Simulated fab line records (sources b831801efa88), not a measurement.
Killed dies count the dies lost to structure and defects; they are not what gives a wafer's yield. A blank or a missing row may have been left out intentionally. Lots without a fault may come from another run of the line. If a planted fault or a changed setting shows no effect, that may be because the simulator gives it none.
Chamber matching -- flow gf180mcu -- GF_HV_LDD_ETCHBACK_58 on rieDiel-03 has 4 sister chambers
The step etches Si3N4 in CH3F/O2, stops on SiO2, time 100 s, target depth 90 nm. 8 wafers are shown with their chamber, then 7 later ones without.

## WAFERS WITH THEIR CHAMBER
wafer,chamber,drypumpMotorCurrentA (A),throttleValvePct (%)
L280.1,0,5.7,10.551
L287.2,3,5.8,10.569
L287.5,0,5.7,10.568
L290.2,1,5.3,10.561
L290.4,2,5.2,10.559
L290.5,2,5.2,10.564
L294.2,3,5.8,10.567
L294.4,1,5.2,10.553

## WAFERS MISSING THEIR CHAMBER
wafer,drypumpMotorCurrentA (A),throttleValvePct (%)
L294.6,5.8,10.571
L297.2,5.8,10.545
L297.3,5.7,10.546
L297.6,5.8,10.567
L301.1,5.3,10.563
L301.2,5.2,10.561
L301.6,5.3,10.556

## CHAMBER TAKEN BY EACH
wafer,from the rows above,in truth
L294.6,3,3
L297.2,can't be placed: 3 or 0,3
L297.3,0,0
L297.6,3,3
L301.1,can't be placed: 1 or 2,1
L301.2,can't be placed: 2 or 1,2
L301.6,can't be placed: 1 or 2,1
3 of 7 placed correctly. Not placeable from these rows: 4 (in 4, the candidates include the true chamber). Number placed wrongly: 0.
How it was worked out, from the rows above alone: a wafer's distance from a chamber is the root of the sum, over the readings, of the square of ((its reading less the chamber's mean) divided by the reading's scatter). The wafer belongs to the nearest chamber; if the next one is less than 2 further off, it can't be placed. Each chamber's mean is taken over the wafers shown for it. The scatter: the root of (the sum of the squares of (reading less its chamber's mean) over the shown wafers, divided by (wafers less chambers)).
